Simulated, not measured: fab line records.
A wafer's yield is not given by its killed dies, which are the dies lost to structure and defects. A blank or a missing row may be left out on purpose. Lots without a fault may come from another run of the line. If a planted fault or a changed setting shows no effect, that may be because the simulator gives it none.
fab line records	flow sky130
[record] lots = 6	wafers = 16	last_day = 50
route steps=708 shown LOCAL_INTERCONNECT@398 CONTACT@406 METAL1@434 PAD_OPEN@708
lots with no fault: from the same line, run without faults
start_h: the number of hours between the record's first day and the start of the first shown wafer of the lot	wait_h: time in hours since the lot's previous step	" as in the row above	L1.1+2: one row covering several wafers at once	- either no value or no given start	* or withheld: withheld	< > ~ a bound
route shown NAME@n: names a module that has steps shown in the file, with the first one's number in the route	usual: average and standard deviation across the fault-free wafers	same: alike in all rows	chamber/n: place in a boat	sites: each site's reading	_std_site: how widely they spread, as a standard deviation	_edge_site: the outer-site mean with the inner-site mean subtracted	radius_mm: how far each site lies from the wafer's centre	mask NAME#n: copy n	behind: the last tool/chamber to shape the wafer	hold: what put the lot on hold/how long, in hours/how the hold closed	device: transistor that didn't switch, given as n, p or np	end of line: the route-end tests of the same wafers	a step with no rows: only its recipe	killed: dies that structure and defects cost at the first sort, which is not the same as the wafer's yield	map: per-die view of a wafer (x killed, . not killed, _ where there is no die)
set.NAME: the setting as run; set.NAME@STEP: as run at that earlier step	model.NAME: the simulator's own value behind a step, which no gauge read
lots seen at some steps along the route; tables by step, rows by wafer
services: when a tool's chamber went out of use (start_h, in hours from the record's first day, below 0 if earlier), for how many hours, and the reason
[[steps]]
[step SKY_LOCAL_INTERCONNECT_CD_MEAS_11]
[recipe] target_cd_nm = 170
[usual] cd_nm = 170.2/1.5
lot.wafer	tool	chamber	start_h	wait_h	cd_nm
L139.2	cd_sem-01	-	713.88	-	168.9
L139.3	"	-	"	"	168.4
L139.5	"	-	"	"	168.3
L151.1	cd_sem-02	-	817.56	-	173.0
L151.3	"	-	"	"	172.2
L151.6	"	-	"	"	172.0
L150.2	cd_sem-02	-	819.98	-	169.7
L150.4	"	-	"	"	170.7
L150.6	"	-	"	"	171.2
L153.1	cd_sem-02	-	826.36	-	169.4
L153.2	"	-	"	"	168.8
L153.5	"	-	"	"	169.5
L157.1	cd_sem-02	-	861.39	-	169.3
L157.6	"	-	"	"	170.8
L158.5	cd_sem-01	-	868.69	-	169.2
L158.6	"	-	"	"	168.5
[step SKY_LOCAL_INTERCONNECT_OVL_MEAS_12]
[usual] LOCAL_INTERCONNECT_OVL = 1/6
lot.wafer	tool	chamber	start_h	wait_h	LOCAL_INTERCONNECT_OVL[nm]
L139.2	overlay-01	-	713.99	0.1	-2
L139.3	"	-	"	"	1
L139.5	"	-	"	"	9
L151.1	overlay-02	-	817.68	0.1	0
L151.3	"	-	"	"	1
L151.6	"	-	"	"	-4
L150.2	overlay-01	-	820.09	0.1	-5
L150.4	"	-	"	"	-3
L150.6	"	-	"	"	-7
L153.1	overlay-02	-	826.48	0.1	0
L153.2	"	-	"	"	-2
L153.5	"	-	"	"	-6
L157.1	overlay-02	-	861.51	0.1	1
L157.6	"	-	"	"	-9
L158.5	overlay-02	-	868.76	0.0	2
L158.6	"	-	"	"	10
[step SKY_LOCAL_INTERCONNECT_ETCH_13]
[recipe] chemistry = N2/H2	target = BARC	ion_energy_ev = 200	bias_w = 100	pressure_mtorr = 30	n2_flow_sccm = 100	h2_flow_sccm = 200	icp_w = 500	stop_on = SiO2	time_s = 45.9	target_depth_a = 600
[usual] chamber_pressure_mTorr = 30.001/0.027	drypump_motor_current_A = 5.7/0.4	oes_product_au = 0.854/0.0051	throttle_valve_pct = 13.225/0.0093
lot.wafer	tool	chamber	start_h	wait_h	chamber_pressure_mTorr	drypump_motor_current_A	oes_product_au	rf_hours_counter_h	throttle_valve_pct
L139.2	rie_metal-01	0	714.04	0.0	29.995	5.7	0.847	-	13.225
L139.3	"	0	"	"	29.900	5.7	0.846	-	13.231
L139.5	"	0	"	"	30.012	5.6	0.857	-	13.222
L151.1	rie_metal-03	1	817.72	0.0	29.985	5.1	0.853	17	13.224
L151.3	"	0	"	"	30.017	6.2	0.856	-	13.216
L151.6	"	1	"	"	30.060	5.1	0.854	-	13.203
L150.2	rie_metal-01	1	820.12	0.0	29.992	5.5	0.852	6	13.219
L150.4	"	0	"	"	29.964	5.6	0.851	-	13.239
L150.6	"	1	"	"	30.019	5.5	0.848	-	13.237
L153.1	rie_metal-03	1	826.52	0.0	30.019	5.1	0.853	17	13.213
L153.2	"	0	"	"	30.009	6.2	0.858	13	13.228
L153.5	"	1	"	"	30.049	5.1	0.862	-	13.211
L157.1	rie_metal-01	1	861.55	0.0	29.966	5.5	0.859	8	13.233
L157.6	"	1	"	"	30.002	5.5	0.854	-	13.211
L158.5	rie_metal-03	1	868.81	0.0	29.984	5.1	0.858	-	13.223
L158.6	"	0	"	"	30.030	6.2	0.840	-	13.218
[step SKY_LOCAL_INTERCONNECT_METAL_ETCH_14]
[recipe] target_depth_nm = 110	stop_on = PSG	chemistry = Cl2/BCl3	target = TiN	resist_sidewall_deg = 88	pressure_mtorr = 10	icp_w = 900	bias_w = 48.5	Cl2_flow_sccm = 60	bcl3_flow_sccm = 30	time_s = 31.4
[step SKY_LOCAL_INTERCONNECT_STRIP_15]
[recipe] chemistry = O2/N2	power_w = 1400	pressure_mtorr = 1500	platen_temp_c = withheld	o2_flow_sccm = 3000	n2_flow_sccm = 300	overash_fraction = 0.5
[step SKY_LOCAL_INTERCONNECT_STRIP_16]
[recipe] chemistry = post_etch_residue_remover	time_s = 1200	temp_c = 72.5
[step SKY_LOCAL_INTERCONNECT_CLEAN_17]
[recipe] chemistry = IPA	time_s = 180	temp_c = 25
[step SKY_LOCAL_INTERCONNECT_CLEAN_18]
[recipe] chemistry = O3/DIW	dry = n2_spin
[step SKY_CONTACT_CVD_00]
[recipe] material = Si3N4	target_thk_nm = 75	temp_c = 400	time_s = withheld	rf_w = 450
[step SKY_CONTACT_THK_MEAS_01]
[recipe] reads = Si3N4_of_CONTACT_CVD_00
[usual] CONTACT_CVD_00_THK = 74.9/0.82
lot.wafer	tool	chamber	start_h	wait_h	CONTACT_CVD_00_THK[nm]
L139.2	film_metro-03	-	714.92	-	73.5
L139.3	"	-	"	"	75.4
L139.5	"	-	"	"	75.3
L151.1	film_metro-01	-	818.80	-	74.3
L151.3	"	-	"	"	74.0
L151.6	"	-	"	"	75.3
L150.2	film_metro-02	-	820.92	-	74.1
L150.4	"	-	"	"	76.0
L150.6	"	-	"	"	75.4
L153.1	film_metro-02	-	827.68	-	74.6
L153.2	"	-	"	"	74.2
L153.5	"	-	"	"	75.3
L157.1	film_metro-03	-	862.29	-	73.4
L157.6	"	-	"	"	75.4
L158.5	film_metro-02	-	869.61	-	76.0
L158.6	"	-	"	"	75.2
[step SKY_CONTACT_HDPCVD_02]
[recipe] material = SiO2	target_thk_nm = 565	sigma_open_frac = 0.3	time_s = 94.2	temp_c = 600	sih4_flow_sccm = 60	pressure_mtorr = 6
[step SKY_CONTACT_THK_MEAS_03]
[recipe] reads = SiO2_of_CONTACT_HDPCVD_02
[usual] CONTACT_HDPCVD_THK = 562/4.9
lot.wafer	tool	chamber	start_h	wait_h	CONTACT_HDPCVD_THK[nm]
L139.2	film_metro-01	-	715.05	0.0	555
L139.3	"	-	"	"	561
L139.5	"	-	"	"	560
L151.1	film_metro-03	-	818.93	0.0	557
L151.3	"	-	"	"	560
L151.6	"	-	"	"	563
L150.2	film_metro-01	-	821.05	0.0	564
L150.4	"	-	"	"	566
L150.6	"	-	"	"	561
L153.1	film_metro-03	-	827.81	0.0	567
L153.2	"	-	"	"	564
L153.5	"	-	"	"	572
L157.1	film_metro-02	-	862.42	0.0	567
L157.6	"	-	"	"	567
L158.5	film_metro-01	-	869.74	0.0	572
L158.6	"	-	"	"	567
[step SKY_CONTACT_CMP_04]
[recipe] material = SiO2	down_force_psi = 4	platen_rpm = 60	pad_velocity_m_s = 0.94248
[usual] edge_zone_pressure_frac = 1.000/0.0049	motor_current_A = 11.7/1.5	platen_rpm = 60.00/0.039	time_to_endpoint_s = 82/4
lot.wafer	tool	chamber	start_h	wait_h	edge_zone_pressure_frac	motor_current_A	platen_rpm	time_to_endpoint_s	model.SiO2_of_CONTACT_HDPCVD_02.thk_nm
L139.3	cmp-01	0	715.10	0.0	1.008	9.1	59.98	82	342.1
L139.2	"	2	"	"	0.997	10.5	60.01	76	340.8
L139.5	"	0	"	"	1.001	9.1	59.98	78	340.9
L151.1	cmp-02	1	819.04	0.1	0.996	11.6	59.99	78	338.9
L151.3	"	2	"	"	1.000	11.9	59.95	81	338.3
L151.6	"	1	"	"	0.994	11.0	59.99	81	339.1
L150.4	cmp-02	3	821.16	0.1	0.999	11.4	60.03	76	338.7
L150.2	"	1	"	"	0.993	10.8	60.01	77	338.7
L150.6	"	0	"	"	0.990	14.2	59.95	76	338.6
L153.2	cmp-01	0	827.87	0.0	0.990	9.4	60.03	90	340.6
L153.1	"	2	"	"	1.005	10.7	60.00	89	339.5
L153.5	"	0	"	"	0.999	9.3	60.00	99	341.2
L157.1	cmp-01	3	862.63	0.2	1.001	10.6	59.90	77	374.5
L157.6	"	0	"	"	1.011	8.9	59.95	75	374.1
L158.6	cmp-01	2	869.96	0.2	1.003	11.1	59.97	72	372.9
L158.5	"	3	"	"	1.001	11.5	59.96	87	339.6
[step SKY_CONTACT_BOW_MEAS_05]
[recipe] mode = bow
[usual] CONTACT_BOW = 81/7
lot.wafer	tool	chamber	start_h	wait_h	CONTACT_BOW[um]
L139.2	film_metro-01	-	715.42	0.2	78
L139.3	"	-	"	"	71
L139.5	"	-	"	"	79
L151.1	film_metro-01	-	819.29	0.2	66
L151.3	"	-	"	"	70
L151.6	"	-	"	"	80
L150.2	film_metro-03	-	821.48	0.2	72
L150.4	"	-	"	"	86
L150.6	"	-	"	"	75
L153.1	film_metro-03	-	828.17	0.1	67
L153.2	"	-	"	"	68
L153.5	"	-	"	"	76
L157.1	film_metro-03	-	862.78	0.1	72
L157.6	"	-	"	"	79
L158.5	film_metro-03	-	870.14	0.1	92
L158.6	"	-	"	"	75
[step SKY_CONTACT_DEHYDRATE_06]
[recipe] temp_c = 200	time_s = 60
[step SKY_CONTACT_HMDS_07]
[recipe] prime_time_s = 60	prime_temp_c = 120
[step SKY_CONTACT_COAT_08]
[recipe] resist = BARC	temp_c = withheld	time_s = withheld	spin_rpm = 3000	resist_thk_nm = 60
[step SKY_CONTACT_COAT_09]
[recipe] resist = KrF-thick	spin_rpm = 3000	resist_thk_nm = 450
[step SKY_CONTACT_SOFTBAKE_10]
[recipe] temp_c = 100	time_s = 90	resist = KrF-thick
[step SKY_CONTACT_EXPOSE_11]
[recipe] mask_id = CTM1	na = 0.8	source_shape = annular	sigma_inner = 0.55	sigma_outer = 0.85	target_cd_nm = 170	dose_mj = 38
[step SKY_CONTACT_PEB_12]
[recipe] peb_temp_c = withheld	peb_time_s = withheld	resist = KrF-thick
[step SKY_CONTACT_DEVELOP_13]
[recipe] develop_time_s = 60	resist = KrF-thick	dev_temp_c = 21
[step SKY_CONTACT_CD_MEAS_14]
[recipe] target_cd_nm = 170
[usual] cd_nm = 169.6/1.6
lot.wafer	tool	chamber	start_h	wait_h	cd_nm
L139.2	cd_sem-01	-	742.93	-	171.0
L139.3	"	-	"	"	170.2
L139.5	"	-	"	"	169.8
L151.1	cd_sem-01	-	845.31	-	170.0
L151.3	"	-	"	"	171.0
L151.6	"	-	"	"	169.6
L150.2	cd_sem-01	-	847.77	-	168.4
L150.4	"	-	"	"	170.0
L150.6	"	-	"	"	167.9
L153.1	cd_sem-01	-	854.74	-	170.4
L153.2	"	-	"	"	170.6
L153.5	"	-	"	"	169.4
L157.1	cd_sem-01	-	888.31	-	166.2
L157.6	"	-	"	"	166.4
L158.5	cd_sem-02	-	895.54	-	168.1
L158.6	"	-	"	"	168.4
[step SKY_CONTACT_OVL_MEAS_15]
[usual] CONTACT_OVL = -1/5
lot.wafer	tool	chamber	start_h	wait_h	CONTACT_OVL[nm]
L139.2	overlay-02	-	743.04	0.1	-9
L139.3	"	-	"	"	1
L139.5	"	-	"	"	4
L151.1	overlay-02	-	845.43	0.1	-5
L151.3	"	-	"	"	-3
L151.6	"	-	"	"	-6
L150.2	overlay-02	-	847.87	0.1	-3
L150.4	"	-	"	"	0
L150.6	"	-	"	"	-3
L153.1	overlay-02	-	854.86	0.1	-5
L153.2	"	-	"	"	-2
L153.5	"	-	"	"	-3
L157.1	overlay-02	-	888.45	0.1	9
L157.6	"	-	"	"	6
L158.5	overlay-02	-	895.61	0.0	-3
L158.6	"	-	"	"	-10
[step SKY_CONTACT_ETCH_16]
[recipe] chemistry = N2/H2	target = BARC	ion_energy_ev = 200	source_w = 500	bias_w = 100	pressure_mtorr = 30	n2_flow_sccm = 100	h2_flow_sccm = 200	stop_on = SiO2	time_s = 45.9	target_depth_a = 600
[step SKY_CONTACT_ETCH_17]
[recipe] target = SiO2	chemistry = C4F8/O2/Ar	stop_on = Si3N4	mask_material = KrF-thick	source_w = 1500	bias_w = 1200	pressure_mtorr = 40	c4f8_flow_sccm = withheld	O2_flow_sccm = 6	Ar_flow_sccm = 300	time_s = withheld	target_depth_a = 3400
[usual] chamber_pressure_mTorr = 39.99/0.04	oes_product_au = 0.892/0.0046
lot.wafer	tool	chamber	start_h	wait_h	chamber_pressure_mTorr	oes_product_au	model.etch.depth_nm	model.CONTACT.feature_depth_nm
L139.2	rie_diel-03	3	743.11	0.0	40.04	0.890	340.8	340.8
L139.3	"	0	"	"	40.05	0.885	342.1	342.1
L139.5	"	2	"	"	40.00	0.888	340.9	340.9
L151.1	rie_diel-02	3	845.51	0.0	39.96	0.892	338.9	338.9
L151.3	"	0	"	"	39.97	0.885	338.3	338.3
L151.6	"	2	"	"	40.08	0.890	339.1	339.1
L150.2	rie_diel-03	2	847.95	0.0	40.03	0.889	338.7	338.7
L150.4	"	0	"	"	40.05	0.894	338.7	338.7
L150.6	"	2	"	"	39.93	0.886	338.6	338.6
L153.1	rie_diel-03	2	854.94	0.0	40.08	0.887	339.5	339.5
L153.2	"	3	"	"	40.03	0.898	340.6	340.6
L153.5	"	1	"	"	39.93	0.892	341.2	341.2
L157.1	rie_diel-02	2	888.52	0.0	39.94	0.946	374.5	374.5
L157.6	"	2	"	"	39.94	0.948	374.1	374.1
L158.5	rie_diel-04	3	895.69	0.0	40.05	0.885	339.6	339.6
L158.6	"	0	"	"	40.00	0.944	372.9	372.9
[step SKY_CONTACT_ETCH_18]
[recipe] target = Si3N4	chemistry = CHF3/O2	stop_on = TiN	source_w = 600	bias_w = 200	pressure_mtorr = 40	chf3_flow_sccm = 50	O2_flow_sccm = 5	time_s = 39	target_depth_a = 750
[step SKY_CONTACT_STRIP_19]
[recipe] chemistry = O2/N2	power_w = 1400	pressure_mtorr = 1500	platen_temp_c = withheld	o2_flow_sccm = 3000	n2_flow_sccm = 300	overash_fraction = 0.5
[step SKY_CONTACT_STRIP_20]
[recipe] chemistry = post_etch_residue_remover	time_s = 1200	temp_c = 72.5
[step SKY_CONTACT_CLEAN_21]
[recipe] chemistry = IPA	time_s = 180	temp_c = 25
[step SKY_CONTACT_CLEAN_22]
[recipe] chemistry = O3/DIW	dry = n2_spin
[step SKY_CONTACT_SPUTTER_23]
[recipe] material = TiN	target_thk_nm = 20	chamber_pressure_pa = 5	power_w = 4000	time_s = 80
[step SKY_CONTACT_CVD_24]
[recipe] material = W	target_thk_nm = 340	time_s = 102.12	temp_c = 400	pressure_torr = 40
[step SKY_CONTACT_RS_MEAS_25]
[recipe] thk_meas_gauge = four-point-probe	reads = W_of_CONTACT_CVD_24+TiN_of_CONTACT_SPUTTER_23
[usual] CONTACT_W_RS = 0.338/0.005
lot.wafer	tool	chamber	start_h	wait_h	CONTACT_W_RS[ohm/sq]
L139.2	film_metro-02	-	744.01	0.1	0.342
L139.3	"	-	"	"	0.340
L139.5	"	-	"	"	0.343
L151.1	film_metro-02	-	846.37	0.1	0.343
L151.3	"	-	"	"	0.343
L151.6	"	-	"	"	0.341
L150.2	film_metro-02	-	848.86	0.1	0.341
L150.4	"	-	"	"	0.339
L150.6	"	-	"	"	0.336
L153.1	film_metro-02	-	855.79	0.1	0.339
L153.2	"	-	"	"	0.340
L153.5	"	-	"	"	0.341
L157.1	film_metro-01	-	889.42	0.1	0.341
L157.6	"	-	"	"	0.344
L158.5	film_metro-02	-	896.60	0.1	0.338
L158.6	"	-	"	"	0.335
[step SKY_CONTACT_THK_MEAS_26]
[recipe] thk_meas_gauge = xrf	reads = W_of_CONTACT_CVD_24
[usual] CONTACT_W_THK = 335/6.1
lot.wafer	tool	chamber	start_h	wait_h	CONTACT_W_THK[nm]
L139.2	film_metro-02	-	744.12	0.1	329
L139.3	"	-	"	"	333
L139.5	"	-	"	"	325
L151.1	film_metro-02	-	846.49	0.1	329
L151.3	"	-	"	"	326
L151.6	"	-	"	"	330
L150.2	film_metro-02	-	848.97	0.1	330
L150.4	"	-	"	"	330
L150.6	"	-	"	"	333
L153.1	film_metro-02	-	855.91	0.1	331
L153.2	"	-	"	"	331
L153.5	"	-	"	"	327
L157.1	film_metro-01	-	889.54	0.1	334
L157.6	"	-	"	"	330
L158.5	film_metro-02	-	896.68	0.1	335
L158.6	"	-	"	"	335
[step SKY_CONTACT_CMP_27]
[recipe] stop_on = SiO2	t_overpolish_s = 15	down_force_psi = 3.5	platen_rpm = 60	target_thk_nm = 0	pad_velocity_m_s = 0.94248
[usual] edge_zone_pressure_frac = 1.000/0.0047	motor_current_A = 10.7/1.2	platen_rpm = 60.00/0.037
lot.wafer	tool	chamber	start_h	wait_h	edge_zone_pressure_frac	motor_current_A	platen_rpm
L139.2	cmp-02	2	744.22	0.1	1.002	10.7	60.02
L139.3	"	3	"	"	0.996	10.8	59.94
L139.5	"	1	"	"	0.994	10.3	59.92
L151.3	cmp-02	3	846.60	0.1	1.000	11.0	60.00
L151.1	"	1	"	"	0.998	10.2	59.94
L151.6	"	2	"	"	0.996	10.5	59.97
L150.2	cmp-02	3	849.02	0.0	0.996	11.2	59.98
L150.4	"	1	"	"	0.999	10.3	59.98
L150.6	"	3	"	"	0.992	11.7	60.01
L153.2	cmp-01	2	855.97	0.0	0.992	10.3	59.98
L153.1	"	0	"	"	1.002	8.6	60.03
L153.5	"	3	"	"	0.998	9.5	59.99
L157.1	cmp-02	2	889.60	0.1	1.000	10.5	60.01
L157.6	"	2	"	"	1.000	10.9	60.03
L158.6	cmp-01	2	896.90	0.2	0.999	10.4	59.98
L158.5	"	3	"	"	0.999	9.8	60.06
[step SKY_METAL1_SPUTTER_00]
[recipe] material = Ti	target_thk_nm = 15	power_w = 3000	time_s = 10	chamber_pressure_pa = 0.4
[usual] throttle_valve_pct = 30.1/0.53
lot.wafer	tool	chamber	start_h	wait_h	throttle_valve_pct
L139.2	pvd_sputter-02	-	744.47	0.2	29.3
L139.3	"	-	"	"	29.9
L139.5	"	-	"	"	29.3
L151.1	pvd_sputter-03	-	846.85	0.1	31.1
L151.3	"	-	"	"	30.9
L151.6	"	-	"	"	30.8
L150.2	pvd_sputter-01	-	849.32	0.2	30.2
L150.4	"	-	"	"	30.1
L150.6	"	-	"	"	30.3
L153.1	pvd_sputter-02	-	856.27	0.1	29.9
L153.2	"	-	"	"	30.0
L153.5	"	-	"	"	29.5
L157.1	pvd_sputter-01	-	889.90	0.2	30.0
L157.6	"	-	"	"	30.4
L158.5	pvd_sputter-01	-	897.01	0.0	30.5
L158.6	"	-	"	"	30.1
[step SKY_METAL1_SPUTTER_01]
[recipe] material = TiN	target_thk_nm = 20	power_w = 6500	time_s = 16.7	chamber_pressure_pa = 0.4
[step SKY_METAL1_SPUTTER_02]
[recipe] material = AlCu	target_thk_nm = 250	power_w = 10600	time_s = 13.3	chamber_pressure_pa = 0.4
[usual] throttle_valve_pct = 30.1/0.53
lot.wafer	tool	chamber	start_h	wait_h	throttle_valve_pct
L139.2	pvd_sputter-02	-	744.52	0.0	29.4
L139.3	"	-	"	"	29.8
L139.5	"	-	"	"	29.2
L151.1	pvd_sputter-03	-	846.90	0.0	31.1
L151.3	"	-	"	"	30.8
L151.6	"	-	"	"	30.9
L150.2	pvd_sputter-01	-	849.37	0.0	30.0
L150.4	"	-	"	"	30.1
L150.6	"	-	"	"	30.2
L153.1	pvd_sputter-02	-	856.32	0.0	29.8
L153.2	"	-	"	"	30.0
L153.5	"	-	"	"	29.4
L157.1	pvd_sputter-01	-	889.94	0.0	30.2
L157.6	"	-	"	"	30.7
L158.5	pvd_sputter-01	-	897.06	0.0	30.3
L158.6	"	-	"	"	29.8
[step SKY_METAL1_SPUTTER_03]
[recipe] material = Ti	target_thk_nm = 5	power_w = 3000	time_s = 3.3	chamber_pressure_pa = 0.4
[step SKY_METAL1_SPUTTER_04]
[recipe] material = TiN	target_thk_nm = 70	power_w = 6500	time_s = 58.3	chamber_pressure_pa = 0.4
[usual] throttle_valve_pct = 30.1/0.52
lot.wafer	tool	chamber	start_h	wait_h	throttle_valve_pct
L139.2	pvd_sputter-02	-	744.56	0.0	29.5
L139.3	"	-	"	"	29.6
L139.5	"	-	"	"	29.6
L151.1	pvd_sputter-03	-	846.94	0.0	31.2
L151.3	"	-	"	"	31.0
L151.6	"	-	"	"	31.1
L150.2	pvd_sputter-01	-	849.41	0.0	30.0
L150.4	"	-	"	"	30.0
L150.6	"	-	"	"	30.0
L153.1	pvd_sputter-02	-	856.36	0.0	29.7
L153.2	"	-	"	"	29.8
L153.5	"	-	"	"	29.4
L157.1	pvd_sputter-01	-	889.99	0.0	30.2
L157.6	"	-	"	"	30.6
L158.5	pvd_sputter-01	-	897.11	0.0	30.4
L158.6	"	-	"	"	30.0
[step SKY_METAL1_RS_MEAS_05]
[recipe] thk_meas_gauge = four-point-probe	reads = TiN_of_METAL1_SPUTTER_04+Ti_of_METAL1_SPUTTER_03+AlCu_of_METAL1_SPUTTER_02+TiN_of_METAL1_SPUTTER_01+Ti_of_METAL1_SPUTTER_00
[usual] METAL1_ALCU_RS = 0.1269/0.0011
lot.wafer	tool	chamber	start_h	wait_h	METAL1_ALCU_RS[ohm/sq]
L139.2	film_metro-01	-	744.63	0.0	0.1255
L139.3	"	-	"	"	0.1248
L139.5	"	-	"	"	0.1253
L151.1	film_metro-01	-	846.99	0.0	0.1291
L151.3	"	-	"	"	0.1270
L151.6	"	-	"	"	0.1277
L150.2	film_metro-01	-	849.48	0.0	0.1277
L150.4	"	-	"	"	0.1270
L150.6	"	-	"	"	0.1282
L153.1	film_metro-01	-	856.41	0.0	0.1266
L153.2	"	-	"	"	0.1282
L153.5	"	-	"	"	0.1273
L157.1	film_metro-03	-	890.04	0.0	0.1255
L157.6	"	-	"	"	0.1256
L158.5	film_metro-01	-	897.21	0.1	0.1280
L158.6	"	-	"	"	0.1298
[step SKY_METAL1_METAL_ETCH_19]
[recipe] target_depth_a = 3600	stop_on = SiO2	over_etch_frac = 0.3	time_s = 78	chemistry = Cl2/BCl3	resist_sidewall_deg = 88	pressure_mtorr = 10	icp_w = 900	bias_w = 48.5	Cl2_flow_sccm = 60	bcl3_flow_sccm = 30
[usual] chamber_pressure_mTorr = 10.001/0.0092	drypump_motor_current_A = 5.8/0.47	oes_product_au = 0.853/0.0055	throttle_valve_pct = 22.266/0.0094
lot.wafer	tool	chamber	start_h	wait_h	chamber_pressure_mTorr	drypump_motor_current_A	oes_product_au	rf_hours_counter_h	throttle_valve_pct	model.SiO2_of_CONTACT_HDPCVD_02.thk_nm
L139.2	rie_metal-01	1	771.77	0.1	9.990	5.4	0.863	-	22.271	326.8
L139.3	"	1	"	"	9.991	5.5	0.852	-	22.268	328
L139.5	"	1	"	"	10.000	5.4	0.859	-	22.262	326.8
L151.1	rie_metal-01	1	872.75	0.0	10.002	5.4	0.848	8	22.273	324.8
L151.3	"	1	"	"	9.994	5.5	0.850	-	22.266	324.3
L151.6	"	0	"	"	10.011	5.7	0.849	-	22.272	325.1
L150.2	rie_metal-04	0	875.45	0.0	10.004	6.1	0.856	8	22.266	324.4
L150.4	"	0	"	"	10.003	6.1	0.861	-	22.253	324.5
L150.6	"	1	"	"	10.011	5.2	0.849	-	22.279	324.3
L153.1	rie_metal-04	0	881.84	0.0	9.987	6.1	0.854	8	22.268	325.4
L153.2	"	1	"	"	9.997	5.2	0.845	13	22.269	326.4
L153.5	"	1	"	"	9.999	5.2	0.852	-	22.278	327
L157.1	rie_metal-02	0	915.15	0.0	9.995	5.3	0.855	12	22.281	360.4
L157.6	"	0	"	"	10.005	5.3	0.869	-	22.285	359.8
L158.5	rie_metal-02	1	922.71	0.1	9.999	6.5	0.845	-	22.265	325.6
L158.6	"	0	"	"	9.982	5.3	0.838	-	22.262	358.8
[step SKY_PAD_OPEN_PROBE_99]
[usual] killed_at_M0_to_M3 = 45/7.3	killed_at_M4_up = 3.1/1.7	killed_at_contacts = 25/5.1	killed_at_front_end = 15/4.5	killed_at_other = 0.3/0.56	killed_dies = 88/9.4	killed_open = 47/6.6	killed_short = 40/6.9
[same] gross_dies = 492	killed_at_back_side = 0
lot.wafer	tool	chamber	start_h	wait_h	killed_at_M0_to_M3	killed_at_M4_up	killed_at_contacts	killed_at_front_end	killed_at_other	killed_dies	killed_open	killed_short
L139.2	prober-02	-	1080.30	0.1	44	4	25	11	0	84	38	44
L139.3	prober-02	-	1080.35	0.2	66	4	27	17	0	114	65	49
L139.5	prober-02	-	1080.45	0.2	42	2	27	17	0	88	36	51
L151.1	prober-02	-	1157.57	0.1	41	2	20	15	1	79	42	37
L151.3	prober-02	-	1157.67	0.2	37	2	17	11	1	68	35	33
// killed by level:class
L139.2 CONTACT:geometric_particle:open=10 VIA1:geometric_particle:open=10 METAL1:geometric_particle:short=7 POLY_GATE:geometric_particle:short=6 CONTACT:geometric_particle:short=5 LI_CONTACT:geometric_particle:open=4 VIA1:geometric_particle:short=4 METAL2:geometric_particle:short=4
L139.3 VIA1:geometric_particle:open=20 METAL2:geometric_particle:short=11 VIA2:geometric_particle:open=10 VIA3:geometric_particle:open=10 CONTACT:geometric_particle:short=8 CONTACT:geometric_particle:open=8 LOCAL_INTERCONNECT:geometric_particle:short=6 FIELD_ISO:geometric_particle:open=4
L139.5 CONTACT:geometric_particle:open=11 VIA1:geometric_particle:short=9 VIA1:geometric_particle:open=9 VIA2:geometric_particle:open=7 CONTACT:geometric_particle:short=6 FIELD_ISO:geometric_particle:short=5 POLY_GATE:geometric_particle:short=5 LI_CONTACT:geometric_particle:short=5
L151.1 CONTACT:geometric_particle:open=8 VIA1:geometric_particle:open=7 METAL2:geometric_particle:short=7 VIA2:geometric_particle:open=7 METAL1:geometric_particle:short=5 POLY_GATE:geometric_particle:open=4 LI_CONTACT:geometric_particle:short=4 LI_CONTACT:geometric_particle:open=4
L151.3 VIA1:geometric_particle:open=7 LI_CONTACT:geometric_particle:open=6 CONTACT:geometric_particle:open=5 METAL1:geometric_particle:short=5 VIA2:geometric_particle:open=5 VIA1:geometric_particle:short=4 METAL2:geometric_particle:short=4 METAL3:geometric_particle:short=4
[[services]]
tool	chamber	start_h	hours	kind
pvd_sputter-02	-	697.27	2.5	repair
rie_metal-01	1	707.16	12.7	repair
rie_diel-03	0	710.86	8.3	repair
pvd_sputter-02	-	727.09	9.4	repair
cmp-02	-	735.89	0.9	repair
cmp-01	-	742.12	5.6	pm
cmp-02	-	754.13	4.0	pm
cmp-02	-	766.34	6.1	repair
cmp-02	-	775.04	4.1	repair
cmp-02	-	779.14	6.8	pm
rie_metal-01	0	780.36	27.9	repair
pvd_sputter-02	-	782.44	1.5	repair
cmp-01	-	795.19	0.7	repair
cmp-01	-	795.73	1.3	repair
pvd_sputter-01	-	802.57	3.0	repair
pvd_sputter-02	-	828.23	4.8	repair
pvd_sputter-01	-	829.93	3.7	repair
pvd_sputter-02	-	836.78	1.7	repair
pvd_sputter-02	-	838.46	6.8	repair
rie_diel-03	2	868.47	3.2	repair
cmp-02	-	900.61	0.4	repair
cmp-02	-	905.78	0.4	repair
cmp-01	-	911.84	3.5	repair
cmp-01	-	915.38	4.0	pm
[[key]]
[first_sign] step = SKY_CONTACT_ETCH_17	reading = oes_product_au	direction = up	sigmas = 12	usual = 0.892	struck = 0.946
effect none on later readings
[model_effect] step = SKY_CONTACT_CMP_04	value = SiO2_of_CONTACT_HDPCVD_02.thk_nm	without = 339.8	struck = 373.8
[model_effect] step = SKY_CONTACT_ETCH_17	value = etch.depth_nm	without = 339.8	struck = 373.8
[model_effect] step = SKY_METAL1_METAL_ETCH_19	value = SiO2_of_CONTACT_HDPCVD_02.thk_nm	without = 325.7	struck = 359.7
met_at SKY_CONTACT_CMP_04
struck_wafers L157.1,L157.6,L158.6
tester_left_out L157,L158
onset_between 827.87 862.63
[fault] kind = process_parameter_drift	tool = cmp-01	chamber = -	onset_h = 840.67	steps = SKY_CONTACT_CMP_04	channel = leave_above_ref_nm	offset = 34	shape = step	end_h = 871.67	scope = struck_wafers_only	acts_in = these_recipes_only	stated = 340
// tester_left_out: of these lots the tester's yield and bins aren't shown, on N5 and GAA mostly nor the transistor test; their killed dies are dies lost to structure and defects alone, not to doping, threshold or leakage, so they don't give the yield
